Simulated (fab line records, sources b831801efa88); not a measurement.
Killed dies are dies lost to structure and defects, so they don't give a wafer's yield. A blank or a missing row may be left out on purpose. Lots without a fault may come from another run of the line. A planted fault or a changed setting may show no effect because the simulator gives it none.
Which tool did it? | flow gf180mcu | 12 lots, 36 wafers sampled, at 3 steps of a route of 602

WHAT THE GAUGES READ, wafer by wafer
GF_M5_OVL_MEAS_08.
lot  | measured     | on         | M5_OVL (nm)
L749 | day 26 02:35 | overlay-01 | -1 1 0
L750 | day 26 08:47 | overlay-01 | 5 -5 4
L752 | day 27 04:25 | overlay-01 | -1 -3 -3
L757 | day 28 20:08 | overlay-01 | 2 2 1
L759 | day 29 13:40 | overlay-01 | -3 2 4
L761 | day 30 03:59 | overlay-02 | 6 4 8
L764 | day 30 19:37 | overlay-01 | -6 -6 1
L765 | day 31 11:07 | overlay-02 | -1 4 9
L768 | day 31 21:58 | overlay-01 | 6 12 4
L769 | day 31 23:56 | overlay-01 | 0 -9 -7
L770 | day 32 09:26 | overlay-01 | 3 2 4
L771 | day 32 12:31 | overlay-02 | 9 7 9

GF_TOP_METAL_RS_MEAS_05: measures by four-point-probe.
lot  | measured     | on            | TOP_METAL_ALCU_RS (ohm/sq)
L749 | day 27 01:40 | film_metro-02 | 0.0328 0.0325 0.0325
L750 | day 27 06:58 | film_metro-04 | 0.0323 0.0326 0.0328
L752 | day 28 03:13 | film_metro-04 | 0.0335 0.0325 0.0327
L757 | day 29 18:14 | film_metro-04 | 0.0325 0.0327 0.0325
L759 | day 30 11:19 | film_metro-03 | 0.0325 0.0327 0.0321
L761 | day 31 01:43 | film_metro-02 | 0.0333 0.0329 0.0327
L764 | day 31 16:57 | film_metro-04 | 0.0332 0.0328 0.0335
L765 | day 32 07:37 | film_metro-02 | 0.0325 0.0332 0.0324
L768 | day 32 17:57 | film_metro-02 | 0.0332 0.0331 0.0329
L769 | day 32 20:47 | film_metro-02 | 0.0337 0.0337 0.0339
L770 | day 33 04:39 | film_metro-04 | 0.0331 0.0330 0.0335
L771 | day 33 08:40 | film_metro-03 | 0.0332 0.0339 0.0338

WHICH TOOL RAN EACH LOT (tool, then ch and the chambers of the sampled wafers, then the start)
lot  | GF_V2_ETCH_16
L749 | rie_diel-01 ch 1,2, day 20 00:33
L750 | rie_diel-01 ch 0,2,3, day 20 07:52
L752 | rie_diel-03 ch 0,2, day 21 08:36
L757 | rie_diel-02 ch 0,1,3, day 23 08:19
L759 | rie_diel-01 ch 0,2,3, day 24 04:01
L761 | rie_diel-01 ch 0,2,3, day 24 19:13
L764 | rie_diel-03 ch 0,3, day 25 14:18
L765 | rie_diel-02 ch 0,1,3, day 26 09:03
L768 | rie_diel-03 ch 0,1,2, day 26 19:54
L769 | rie_diel-03 ch 0,1, day 27 01:15
L770 | rie_diel-01 ch 1,2,3, day 27 09:57
L771 | rie_diel-02 ch 2,3, day 27 16:18
- GF_V2_ETCH_16: etches BARC in N2/H2.

WHAT THE TOOLS THEMSELVES READ (means of the sampled wafers that have a number; where no wafer has one, the mark that the record gives instead)
GF_V2_ETCH_16.
lot  | tool        | drypump_motor_current_A (A) | h2_flow_sccm (sccm) | oes_product_au (a.u.) | throttle_valve_pct (%)
L749 | rie_diel-01 | 5.8                         | 200.7               | 0.852                 | 13.218
L750 | rie_diel-01 | 6.0                         | 199.9               | 0.855                 | 13.227
L752 | rie_diel-03 | 5.3                         | 200.0               | 0.856                 | 13.224
L757 | rie_diel-02 | 5.8                         | 199.9               | 0.852                 | 13.235
L759 | rie_diel-01 | 6.1                         | 200.2               | 0.851                 | 13.225
L761 | rie_diel-01 | 6.1                         | 199.6               | 0.854                 | 13.224
L764 | rie_diel-03 | 5.5                         | 200.0               | 0.854                 | 13.225
L765 | rie_diel-02 | 5.9                         | 200.0               | 0.857                 | 13.210
L768 | rie_diel-03 | 5.2                         | 200.0               | 0.853                 | 13.225
L769 | rie_diel-03 | 5.0                         | 199.9               | 0.859                 | 13.226
L770 | rie_diel-01 | 5.8                         | 200.1               | 0.858                 | 13.226
L771 | rie_diel-02 | 5.8                         | 200.3               | 0.853                 | 13.227

THE ANSWER, worked out from the rows above alone
Rule: what is usual is taken from the lots themselves. Put in order of their means at a reading, lots are off if they are a third of the lots or fewer, leave a main group of 4 or more, and stand apart from it by a gap of 3 or more times the standard deviation of the main group's means; of several such gaps the widest counts. A main group whose means are all the same, to the digits that the tables above print for the reading, isn't used. A lot without any number at a reading at which 4 lots or more have one is off too. The other lots that the step has rows for count as sound. The gauges are gone through in route order, then the tools' own readings, and for those a lot's mean is taken as printed above. The first step at which some lot is off is used, and at that step the reading that is off furthest; a lot without a number counts as furthest.
No lot is off at any reading shown: from this, nothing can be told.

WHAT THE SIMULATOR HAD PUT IN
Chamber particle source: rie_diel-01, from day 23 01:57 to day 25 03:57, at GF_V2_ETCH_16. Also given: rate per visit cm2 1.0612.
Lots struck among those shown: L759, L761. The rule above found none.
